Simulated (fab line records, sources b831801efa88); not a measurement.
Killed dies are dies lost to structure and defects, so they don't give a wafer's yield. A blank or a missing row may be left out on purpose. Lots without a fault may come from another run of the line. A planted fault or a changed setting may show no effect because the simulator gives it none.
fab line records | flow sky130
record lots=6 wafers=18 last_day=50
route steps=708 shown VIA2@523 METAL3@532 PAD_OPEN@708
lots that met no fault: from a run of the same line without faults
start_h: hours from the record's first day to the start of the lot's first wafer shown | wait_h: hours since the lot's step before | " the same as in the row above | L1.1+2: a row that stands for several wafers | - no value, or no start given | * or withheld: withheld | < > ~ a bound
route shown NAME@n: a module of which the file shows steps, and the number in the route of the first | usual: mean/standard deviation of fault-free wafers | same: alike in all rows | chamber/n: place in a boat | sites: the reading at each site | _std_site: their standard deviation | _edge_site: outer sites' mean less inner sites' | radius_mm: how far each site lies from the wafer's centre | mask NAME#n: copy n | behind: the tool/chamber that last shaped the wafer | hold: why the lot was held/for how many hours/how that ended | device: the transistor (n, p or np) that didn't switch | end of line: the same wafers' tests at the end of the route | a step without rows: its recipe alone | killed: dies lost to structure and defects at the first sort, not the wafer's yield | map: a wafer's dies, x killed, . not, _ none there
set.NAME: the setting as run; set.NAME@STEP: as run at that earlier step | model.NAME: the simulator's own value behind a step, which no gauge read
lots at some steps of the route; a table a step, a row a wafer
services: from which hour (start_h, from the record's first day; less than 0 if before it) a tool's chamber was out of use, for how many hours, and why
## steps
# step SKY_VIA2_STRIP_16
# recipe chemistry=O2/N2 power_w=1400 pressure_mtorr=1500 platen_temp_c=withheld o2_flow_sccm=3000 n2_flow_sccm=300 overash_fraction=0.5
# usual drypump_motor_current_A=5.9/0.45 oes_product_au=0.399/0.0048 strip_time_to_endpoint_s=4.05/0.035
# columns lot.wafer tool chamber start_h wait_h drypump_motor_current_A oes_product_au rf_hours_counter_h strip_time_to_endpoint_s
L271.3 plasma_asher-02 0 904.51 0.1 6.0 0.397 - 4.05
L271.4 " 1 " " 5.8 0.397 - 4.03
L271.6 " 0 " " 5.9 0.403 - 4.10
L270.3 plasma_asher-01 1 904.99 0.1 6.7 0.398 - 4.05
L270.4 " 0 " " 5.9 0.399 - 4.01
L270.6 " 0 " " 5.8 0.401 - 4.07
L284.1 plasma_asher-01 1 982.25 0.0 6.7 0.397 110 4.05
L284.2 " 0 " " 5.8 0.395 110 3.95
L284.6 " 1 " " 6.7 0.395 - 4.08
L286.3 plasma_asher-02 0 994.34 0.1 6.0 0.403 - 4.12
L286.4 " 1 " " 5.7 0.399 - 4.05
L286.6 " 0 " " 6.0 0.407 - 4.03
L287.1 plasma_asher-04 1 1016.12 0.0 5.9 0.391 57 4.07
L287.3 " 1 " " 5.9 0.399 - 4.08
L287.4 " 0 " " 5.2 0.407 - 4.00
L288.3 plasma_asher-02 0 1017.18 0.1 6.0 0.399 - 4.08
L288.4 " 1 " " 5.7 0.400 - 4.00
L288.5 " 1 " " 5.7 0.400 - 4.11
# step SKY_VIA2_STRIP_17
# recipe chemistry=post_etch_residue_remover time_s=1200 temp_c=72.5
# step SKY_VIA2_CLEAN_18
# recipe chemistry=IPA time_s=180 temp_c=25
# step SKY_VIA2_CLEAN_19
# recipe chemistry=O3/DIW dry=n2_spin
# step SKY_VIA2_SPUTTER_20
# recipe material=TiN target_thk_nm=20 chamber_pressure_pa=5 power_w=4000 time_s=80
# usual throttle_valve_pct=30.5/1.1
# columns lot.wafer tool chamber start_h wait_h throttle_valve_pct
L271.3 pvd_sputter-01 - 905.08 0.0 30.2
L271.4 " - " " 31.2
L271.6 " - " " 29.1
L270.3 pvd_sputter-02 - 905.59 0.0 29.3
L270.4 " - " " 29.1
L270.6 " - " " 29.1
L284.1 pvd_sputter-02 - 983.28 0.0 32.0
L284.2 " - " " 29.5
L284.6 " - " " 29.7
L286.3 pvd_sputter-02 - 994.90 0.0 29.0
L286.4 " - " " 29.8
L286.6 " - " " 32.2
L287.1 pvd_sputter-01 - 1016.71 0.0 30.0
L287.3 " - " " 29.2
L287.4 " - " " 30.2
L288.3 pvd_sputter-04 - 1017.74 0.0 31.7
L288.4 " - " " 31.5
L288.5 " - " " 32.2
# step SKY_VIA2_CVD_21
# recipe material=W target_thk_nm=420 time_s=126.4 temp_c=400 pressure_torr=40
# usual heater_power_w=779/97
# columns lot.wafer tool chamber start_h wait_h heater_power_w
L271.3 cvd_w-02 0 905.18 0.1 722
L271.4 " 1 " " 748
L271.6 " 0 " " 718
L270.3 cvd_w-02 1 905.69 0.1 731
L270.4 " 0 " " 738
L270.6 " 1 " " 739
L284.1 cvd_w-01 1 983.34 0.0 900
L284.2 " 0 " " 666
L284.6 " 0 " " 682
L286.3 cvd_w-02 0 995.00 0.1 738
L286.4 " 1 " " 759
L286.6 " 0 " " 726
L287.1 cvd_w-01 0 1016.77 0.0 679
L287.3 " 0 " " 670
L287.4 " 1 " " 909
L288.3 cvd_w-01 1 1017.84 0.1 918
L288.4 " 0 " " 682
L288.5 " 0 " " 679
# step SKY_VIA2_RS_MEAS_22
# recipe thk_meas_gauge=four-point-probe reads=W_of_VIA2_CVD_21+TiN_of_VIA2_SPUTTER_20
# usual VIA2_W_RS=0.271/0.0038
# columns lot.wafer tool chamber start_h wait_h VIA2_W_RS[ohm/sq]
L271.3 film_metro-01 - 905.31 0.1 0.273
L271.4 " - " " 0.271
L271.6 " - " " 0.275
L270.3 film_metro-01 - 905.82 0.1 0.269
L270.4 " - " " 0.276
L270.6 " - " " 0.269
L284.1 film_metro-01 - 983.47 0.1 0.276
L284.2 " - " " 0.273
L284.6 " - " " 0.271
L286.3 film_metro-01 - 995.13 0.1 0.269
L286.4 " - " " 0.270
L286.6 " - " " 0.272
L287.1 film_metro-03 - 1016.90 0.1 0.276
L287.3 " - " " 0.273
L287.4 " - " " 0.279
L288.3 film_metro-03 - 1017.97 0.1 0.270
L288.4 " - " " 0.271
L288.5 " - " " 0.267
# step SKY_VIA2_THK_MEAS_23
# recipe thk_meas_gauge=xrf reads=W_of_VIA2_CVD_21
# usual VIA2_W_THK=414/6.4
# columns lot.wafer tool chamber start_h wait_h VIA2_W_THK[nm]
L271.3 film_metro-01 - 905.41 0.1 409
L271.4 " - " " 414
L271.6 " - " " 408
L270.3 film_metro-01 - 905.92 0.1 420
L270.4 " - " " 410
L270.6 " - " " 418
L284.1 film_metro-01 - 983.59 0.1 410
L284.2 " - " " 410
L284.6 " - " " 414
L286.3 film_metro-01 - 995.23 0.1 415
L286.4 " - " " 410
L286.6 " - " " 408
L287.1 film_metro-03 - 1017.02 0.1 403
L287.3 " - " " 408
L287.4 " - " " 397
L288.3 film_metro-03 - 1018.07 0.1 411
L288.4 " - " " 409
L288.5 " - " " 415
# step SKY_VIA2_CMP_24
# recipe stop_on=SiO2 t_overpolish_s=20 down_force_psi=3.5 platen_rpm=60 target_thk_nm=0 pad_velocity_m_s=0.94248
# usual motor_current_A=11.2/0.77 overpolish_run_s=20.001/0.01 time_to_endpoint_s=102/3.9
# columns lot.wafer tool chamber start_h wait_h motor_current_A overpolish_run_s time_to_endpoint_s
L271.4 cmp-01 2 905.55 0.1 10.2 19.981 104
L271.3 " 3 " " 11.0 20.000 101
L271.6 " 0 " " 10.7 20.019 107
L270.3 cmp-01 0 905.96 0.0 10.7 19.999 106
L270.4 " 1 " " 12.5 19.999 99
L270.6 " 0 " " 10.5 19.980 106
L284.1 cmp-01 3 983.65 0.1 10.8 20.006 102
L284.2 " 1 " " 12.0 19.984 100
L284.6 " 0 " " 9.9 19.996 107
L286.4 cmp-02 3 995.27 0.0 11.8 20.007 96
L286.3 " 2 " " 11.7 20.003 98
L286.6 " 3 " " 10.9 20.003 95
L287.1 cmp-01 2 1017.16 0.1 10.1 20.002 101
L287.4 " 3 " " 11.2 20.003 96
L287.3 " 0 " " 10.2 19.988 103
L288.3 cmp-01 1 1018.28 0.2 12.0 19.987 94
L288.4 " 2 " " 10.0 19.989 106
L288.5 " 2 " " 10.4 19.996 107
# step SKY_METAL3_SPUTTER_00
# recipe material=Ti target_thk_nm=15 power_w=3000 time_s=10 chamber_pressure_pa=0.4
# step SKY_METAL3_SPUTTER_01
# recipe material=TiN target_thk_nm=20 power_w=6500 time_s=16.7 chamber_pressure_pa=0.4
# step SKY_METAL3_SPUTTER_02
# recipe material=AlCu target_thk_nm=735 power_w=10600 time_s=39.1 chamber_pressure_pa=0.4
# usual throttle_valve_pct=30.4/1
# columns lot.wafer tool chamber start_h wait_h throttle_valve_pct
L271.3 pvd_sputter-03 - 905.80 0.0 29.8
L271.4 " - " " 29.3
L271.6 " - " " 30.0
L270.3 pvd_sputter-03 - 906.30 0.0 29.5
L270.4 " - " " 30.3
L270.6 " - " " 30.2
L284.1 pvd_sputter-02 - 984.00 0.0 32.3
L284.2 " - " " 29.7
L284.6 " - " " 30.0
L286.3 pvd_sputter-03 - 995.62 0.0 30.3
L286.4 " - " " 29.7
L286.6 " - " " 29.3
L287.1 pvd_sputter-02 - 1017.46 0.0 29.2
L287.3 " - " " 29.6
L287.4 " - " " 32.4
L288.3 pvd_sputter-02 - 1018.62 0.0 29.9
L288.4 " - " " 29.1
L288.5 " - " " 29.3
# step SKY_METAL3_SPUTTER_03
# recipe material=Ti target_thk_nm=5 power_w=3000 time_s=3.3 chamber_pressure_pa=0.4
# usual throttle_valve_pct=30.4/1.1
# columns lot.wafer tool chamber start_h wait_h throttle_valve_pct model.Ti_of_METAL3_SPUTTER_03.thk_nm
L271.3 pvd_sputter-03 - 905.83 0.0 29.2 8.067
L271.4 " - " " 29.4 8.083
L271.6 " - " " 30.4 8.259
L270.3 pvd_sputter-03 - 906.34 0.0 29.5 8.111
L270.4 " - " " 29.9 8.383
L270.6 " - " " 30.3 8.264
L284.1 pvd_sputter-02 - 984.04 0.0 32.7 5.103
L284.2 " - " " 29.6 4.776
L284.6 " - " " 29.8 4.744
L286.3 pvd_sputter-03 - 995.66 0.0 30.4 5.173
L286.4 " - " " 29.4 5.066
L286.6 " - " " 29.8 5.124
L287.1 pvd_sputter-02 - 1017.50 0.0 29.5 4.972
L287.3 " - " " 30.0 4.73
L287.4 " - " " 32.6 4.966
L288.3 pvd_sputter-02 - 1018.66 0.0 29.4 4.773
L288.4 " - " " 29.2 4.905
L288.5 " - " " 29.3 4.932
# step SKY_METAL3_SPUTTER_04
# recipe material=TiN target_thk_nm=70 power_w=6500 time_s=58.3 chamber_pressure_pa=0.4
# step SKY_PAD_OPEN_PROBE_99
# usual defect_limited_yield=82.4/1.9 killed_at_M0_to_M3=44/7.1 killed_at_M4_up=3.5/2 killed_at_contacts=24/5.3 killed_at_front_end=15/4.8 killed_at_other=0.1/0.35 killed_dies=86/9.3 killed_open=47/7.8 killed_short=39/5.9 sort_bin_3_pad_short=0.8/0.42 sort_bin_5_function=10.3/1.4 sort_bin_6_memory=6.4/1.1 sort_n_pass=406/9.3 sort_yield_pct=82.4/1.9
# same gross_dies=492 killed_at_back_side=0 sort_bin_4_leakage[%]=0 sort_bin_8_speed[%]=0
# columns lot.wafer tool chamber start_h wait_h defect_limited_yield[%] killed_at_M0_to_M3 killed_at_M4_up killed_at_contacts killed_at_front_end killed_at_other killed_dies killed_open killed_short sort_bin_3_pad_short[%] sort_bin_5_function[%] sort_bin_6_memory[%] sort_n_pass sort_yield_pct[%]
L271.3 prober-01 - 1117.68 0.2 84.1 40 4 22 12 0 78 45 33 0.4 10.6 4.9 414 84.1
L271.4 prober-01 - 1117.73 0.2 85.0 34 6 25 9 0 74 39 35 0.4 8.5 6.1 418 85.0
L271.6 prober-01 - 1117.83 0.2 84.8 41 4 17 13 0 75 36 39 0.6 8.9 5.7 417 84.8
L270.4 prober-02 - 1119.53 0.2 81.1 50 4 25 14 0 93 46 47 1.0 11.0 6.9 399 81.1
L270.6 prober-02 - 1119.63 0.2 83.9 41 3 21 13 1 79 43 36 0.8 8.7 6.5 413 83.9
L284.1 prober-01 - 1179.76 0.1 77.6 62 3 26 19 0 110 67 43 1.6 12.0 8.7 382 77.6
L284.2 prober-01 - 1179.81 0.1 84.1 43 0 22 13 0 78 43 35 1.0 9.1 5.7 414 84.1
L284.6 prober-01 - 1180.01 0.2 80.3 51 3 33 10 0 97 52 45 0.6 12.0 7.1 395 80.3
L286.3 prober-02 - 1190.10 0.2 82.1 43 4 22 19 0 88 48 40 0.8 11.4 5.7 404 82.1
L286.4 prober-02 - 1190.15 0.2 81.1 50 4 23 16 0 93 43 50 1.2 11.0 6.7 399 81.1
L286.6 prober-02 - 1190.25 0.2 76.8 52 3 35 24 0 114 63 51 0.8 14.4 7.9 378 76.8
L288.3 prober-02 - 1204.89 0.2 82.7 35 6 27 17 0 85 48 37 0.6 10.8 5.9 407 82.7
L288.4 prober-02 - 1204.94 0.2 81.1 45 4 29 15 0 93 49 44 0.4 11.4 7.1 399 81.1
L288.5 prober-02 - 1204.99 0.2 81.7 36 3 33 18 0 90 51 39 0.6 11.2 6.5 402 81.7
# killed by level:class
L271.3 CONTACT:geometric_particle:open=9 VIA1:geometric_particle:open=9 VIA2:geometric_particle:open=8 VIA3:geometric_particle:open=7 FIELD_ISO:geometric_particle:open=5 LOCAL_INTERCONNECT:geometric_particle:short=5 VIA1:geometric_particle:short=5 FIELD_ISO:geometric_particle:short=3
L271.4 CONTACT:geometric_particle:open=9 VIA3:geometric_particle:open=7 FIELD_ISO:geometric_particle:open=6 VIA1:geometric_particle:short=6 VIA1:geometric_particle:open=6 CONTACT:geometric_particle:short=5 LOCAL_INTERCONNECT:geometric_particle:short=4 METAL1:geometric_particle:short=4
L271.6 VIA2:geometric_particle:open=10 LI_CONTACT:geometric_particle:open=6 METAL2:geometric_particle:short=6 POLY_GATE:geometric_particle:short=5 VIA1:geometric_particle:open=5 METAL1:geometric_particle:short=5 FIELD_ISO:geometric_particle:open=4 VIA1:geometric_particle:short=4
L270.4 VIA1:geometric_particle:open=13 VIA2:geometric_particle:open=9 LI_CONTACT:geometric_particle:open=7 VIA2:geometric_particle:short=6 CONTACT:geometric_particle:open=6 METAL1:geometric_particle:short=6 CONTACT:geometric_particle:short=5 FIELD_ISO:geometric_particle:short=4
L270.6 CONTACT:geometric_particle:short=8 VIA1:geometric_particle:open=7 METAL2:geometric_particle:short=7 VIA2:geometric_particle:open=7 VIA3:geometric_particle:open=7 POLY_GATE:geometric_particle:short=4 LI_CONTACT:geometric_particle:open=4 CONTACT:geometric_particle:open=4
L284.1 VIA1:geometric_particle:open=15 CONTACT:geometric_particle:open=12 VIA2:geometric_particle:open=11 VIA3:geometric_particle:open=8 VIA1:geometric_particle:short=7 LOCAL_INTERCONNECT:geometric_particle:short=6 LI_CONTACT:geometric_particle:open=5 METAL2:geometric_particle:short=5
L284.2 VIA1:geometric_particle:open=13 CONTACT:geometric_particle:open=11 METAL2:geometric_particle:short=7 FIELD_ISO:geometric_particle:short=5 VIA2:geometric_particle:open=4 FIELD_ISO:geometric_particle:open=3 LOCAL_INTERCONNECT:geometric_particle:short=3 CONTACT:geometric_particle:short=3
L284.6 VIA1:geometric_particle:open=11 CONTACT:geometric_particle:short=10 CONTACT:geometric_particle:open=8 LI_CONTACT:geometric_particle:open=7 VIA1:geometric_particle:short=7 VIA2:geometric_particle:open=7 METAL2:geometric_particle:short=6 POLY_GATE:geometric_particle:open=5
L286.3 VIA1:geometric_particle:open=11 VIA2:geometric_particle:open=9 METAL2:geometric_particle:short=7 CONTACT:geometric_particle:open=7 FIELD_ISO:geometric_particle:short=5 LI_CONTACT:geometric_particle:open=5 VIA2:geometric_particle:short=5 FIELD_ISO:geometric_particle:open=4
L286.4 VIA1:geometric_particle:open=13 VIA1:geometric_particle:short=9 CONTACT:geometric_particle:open=8 POLY_GATE:geometric_particle:short=7 LI_CONTACT:geometric_particle:open=7 METAL1:geometric_particle:short=7 CONTACT:geometric_particle:short=6 METAL3:geometric_particle:short=5
L286.6 VIA1:geometric_particle:open=17 CONTACT:geometric_particle:open=9 LI_CONTACT:geometric_particle:open=9 VIA2:geometric_particle:open=9 METAL2:geometric_particle:short=8 CONTACT:geometric_particle:short=8 LOCAL_INTERCONNECT:geometric_particle:short=7 POLY_GATE:geometric_particle:short=5
L288.3 CONTACT:geometric_particle:open=11 VIA1:geometric_particle:open=9 VIA3:geometric_particle:open=7 POLY_GATE:geometric_particle:open=6 POLY_GATE:geometric_particle:short=5 LI_CONTACT:geometric_particle:open=5 LOCAL_INTERCONNECT:geometric_particle:short=4 CONTACT:geometric_particle:short=4
L288.4 VIA1:geometric_particle:open=11 CONTACT:geometric_particle:open=10 LOCAL_INTERCONNECT:geometric_particle:short=6 VIA3:geometric_particle:open=6 METAL1:geometric_particle:short=6 LI_CONTACT:geometric_particle:open=5 METAL2:geometric_particle:short=5 CONTACT:geometric_particle:short=4
L288.5 LI_CONTACT:geometric_particle:open=10 VIA1:geometric_particle:open=9 CONTACT:geometric_particle:open=8 LOCAL_INTERCONNECT:geometric_particle:short=7 FIELD_ISO:geometric_particle:open=6 METAL2:geometric_particle:short=6 VIA3:geometric_particle:open=6 FIELD_ISO:geometric_particle:short=5
## services
# columns tool chamber start_h hours kind
pvd_sputter-04 - 891.01 0.6 repair
pvd_sputter-01 - 892.50 10.0 repair
cmp-02 - 892.55 1.7 repair
plasma_asher-02 - 892.86 1.8 repair
cvd_w-01 - 904.00 14.0 pm
cmp-02 - 909.06 1.4 repair
cmp-02 - 911.59 1.9 repair
cmp-01 - 912.00 4.0 pm
pvd_sputter-04 - 922.71 3.3 repair
pvd_sputter-01 - 924.79 6.6 repair
cmp-02 - 931.26 2.0 repair
cvd_w-01 - 940.42 6.0 pm
pvd_sputter-02 - 941.72 2.0 repair
cvd_w-02 - 946.42 6.0 pm
plasma_asher-02 - 949.83 2.0 repair
cvd_w-01 0 961.19 3.1 repair
pvd_sputter-02 1 970.87 - consumable_replace:kit
pvd_sputter-02 1 970.87 18.0 scheduled_down
pvd_sputter-02 1 970.87 18.0 vent_cycle
pvd_sputter-01 - 974.30 11.3 repair
pvd_sputter-03 - 989.84 2.7 repair
pvd_sputter-03 2 1006.61 - consumable_replace:kit
cmp-02 - 1014.86 12.2 pm
plasma_asher-01 - 1015.16 38.0 repair
## key
first_sign none at tools or gauges
model_effect step=SKY_METAL3_SPUTTER_03 value=Ti_of_METAL3_SPUTTER_03.thk_nm without=4.912 struck=8.195
met_at SKY_METAL3_SPUTTER_03
struck_wafers L270.3,L270.4,L270.6,L271.3,L271.4,L271.6
fault kind=process_parameter_drift tool=pvd_sputter-03 chamber=- onset_h=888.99 steps=SKY_METAL3_SPUTTER_03 channel=target_thk_nm offset=3.2827 shape=step end_h=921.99 acts_in=these_recipes_only stated=5
